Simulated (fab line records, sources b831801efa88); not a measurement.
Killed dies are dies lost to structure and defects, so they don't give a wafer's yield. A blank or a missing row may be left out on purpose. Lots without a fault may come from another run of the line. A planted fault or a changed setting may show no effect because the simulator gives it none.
Which tool did it? | flow sky130 | 13 lots, 38 wafers sampled, at 2 steps of a route of 708

WHAT THE GAUGES READ, wafer by wafer
The record holds no reading of a measuring or inspecting step that can be judged against a usual standard deviation.

WHICH TOOL RAN EACH LOT (tool, then ch and the chambers of the sampled wafers, then the start)
lot  | SKY_METAL5_METAL_ETCH_15          | SKY_METAL5_STRIP_16
L990 | rie_metal-02 ch 0,1, day 43 12:50 | plasma_asher-03 ch 0,1, day 43 13:04
L991 | rie_metal-04 ch 0,1, day 43 16:51 | plasma_asher-03 ch 0,1, day 43 17:05
L994 | rie_metal-02 ch 0,1, day 44 19:24 | plasma_asher-03 ch 0,1, day 44 19:38
L996 | rie_metal-03 ch 0,1, day 45 09:21 | plasma_asher-03 ch 0,1, day 45 09:32
L104 | rie_metal-03 ch 0,1, day 47 12:57 | plasma_asher-01 ch 0,1, day 47 13:11
L103 | rie_metal-04 ch 1, day 47 13:53   | plasma_asher-01 ch 0,1, day 47 14:07
L106 | rie_metal-03 ch 0,1, day 47 20:15 | plasma_asher-01 ch 0,1, day 47 20:26
L107 | rie_metal-03 ch 0,1, day 48 01:53 | plasma_asher-03 ch 0,1, day 48 02:04
L109 | rie_metal-03 ch 0,1, day 48 14:48 | plasma_asher-03 ch 0,1, day 48 15:02
L110 | rie_metal-04 ch 0,1, day 48 21:56 | plasma_asher-01 ch 0,1, day 48 22:10
L111 | rie_metal-02 ch 0,1, day 49 00:53 | plasma_asher-03 ch 1, day 49 01:07
L112 | rie_metal-02 ch 0,1, day 49 08:11 | plasma_asher-03 ch 0,1, day 49 08:25
L113 | rie_metal-04 ch 0,1, day 49 10:47 | plasma_asher-01 ch 0, day 49 11:01
- SKY_METAL5_METAL_ETCH_15: etches the open film in Cl2/BCl3, stops on SiO2, target depth 1260 nm, time 252 s.
- SKY_METAL5_STRIP_16: strips in O2/N2.

WHAT THE TOOLS THEMSELVES READ (means of the sampled wafers that have a number; where no wafer has one, the mark that the record gives instead)
SKY_METAL5_METAL_ETCH_15. Usual: bias_w 48.50 W, standard deviation 0.12; drypump_motor_current_A 5.8 A, standard deviation 0.55; oes_product_au 0.893 a.u., standard deviation 0.0048; throttle_valve_pct 22.264 %, standard deviation 0.0089.
lot  | tool         | bias_w (W) | drypump_motor_current_A (A) | oes_product_au (a.u.) | throttle_valve_pct (%) | flag
L990 | rie_metal-02 | 48.49      | 6.1                         | 0.894                 | 22.266                 |
L991 | rie_metal-04 | 48.55      | 5.8                         | 0.896                 | 22.262                 |
L994 | rie_metal-02 | 48.55      | 5.9                         | 0.916                 | 22.250                 | OFF
L996 | rie_metal-03 | 48.66      | 5.5                         | 0.892                 | 22.260                 |
L104 | rie_metal-03 | 48.47      | 5.8                         | 0.893                 | 22.263                 |
L103 | rie_metal-04 | 48.56      | 5.2                         | 0.886                 | 22.264                 |
L106 | rie_metal-03 | 48.55      | 5.8                         | 0.891                 | 22.252                 |
L107 | rie_metal-03 | 48.48      | 5.8                         | 0.896                 | 22.259                 |
L109 | rie_metal-03 | 48.35      | 5.5                         | 0.893                 | 22.269                 |
L110 | rie_metal-04 | 48.49      | 5.5                         | 0.895                 | 22.266                 |
L111 | rie_metal-02 | 48.56      | 6.0                         | 0.890                 | 22.263                 |
L112 | rie_metal-02 | 48.56      | 5.7                         | 0.895                 | 22.257                 |
L113 | rie_metal-04 | 48.50      | 5.5                         | 0.894                 | 22.266                 |

SKY_METAL5_STRIP_16. Usual: drypump_motor_current_A 6.1 A, standard deviation 0.6; oes_product_au 0.710 a.u., standard deviation 0.0044; strip_time_to_endpoint_s 13.03 s, standard deviation 0.081.
lot  | tool            | drypump_motor_current_A (A) | oes_product_au (a.u.) | strip_time_to_endpoint_s (s) | flag
L990 | plasma_asher-03 | 6.2                         | 0.711                 | 13.06                        |
L991 | plasma_asher-03 | 6.2                         | 0.707                 | 13.09                        |
L994 | plasma_asher-03 | 6.3                         | 0.716                 | 13.47                        | OFF
L996 | plasma_asher-03 | 6.4                         | 0.712                 | 13.07                        |
L104 | plasma_asher-01 | 6.1                         | 0.711                 | 13.10                        |
L103 | plasma_asher-01 | 6.0                         | 0.705                 | 13.05                        |
L106 | plasma_asher-01 | 5.4                         | 0.716                 | 13.01                        |
L107 | plasma_asher-03 | 6.4                         | 0.706                 | 12.99                        |
L109 | plasma_asher-03 | 6.4                         | 0.709                 | 13.01                        |
L110 | plasma_asher-01 | 6.1                         | 0.709                 | 13.04                        |
L111 | plasma_asher-03 | 6.6                         | 0.711                 | 13.07                        |
L112 | plasma_asher-03 | 6.4                         | 0.707                 | 12.91                        |
L113 | plasma_asher-01 | 6.6                         | 0.711                 | 12.92                        |

THE ANSWER, worked out from the rows above alone
Rule: a lot is off if the mean of its wafers that have a number lies more than 3 standard deviations from the usual mean. A lot without any number at a reading at which 4 lots or more have one is off too. The other lots that the step has rows for count as sound. The gauges are gone through in route order, then the tools' own readings, and for those a lot's mean is taken as printed above. The first step at which some lot is off is used, and at that step the reading that is off furthest; a lot without a number counts as furthest.
Off: L994, at SKY_METAL5_METAL_ETCH_15 (oes_product_au).
A tool fits if, at that step or a process step before it, it ran every lot that is off, and no sound lot after the first of them. None of those tried fits.

WHAT THE SIMULATOR HAD PUT IN
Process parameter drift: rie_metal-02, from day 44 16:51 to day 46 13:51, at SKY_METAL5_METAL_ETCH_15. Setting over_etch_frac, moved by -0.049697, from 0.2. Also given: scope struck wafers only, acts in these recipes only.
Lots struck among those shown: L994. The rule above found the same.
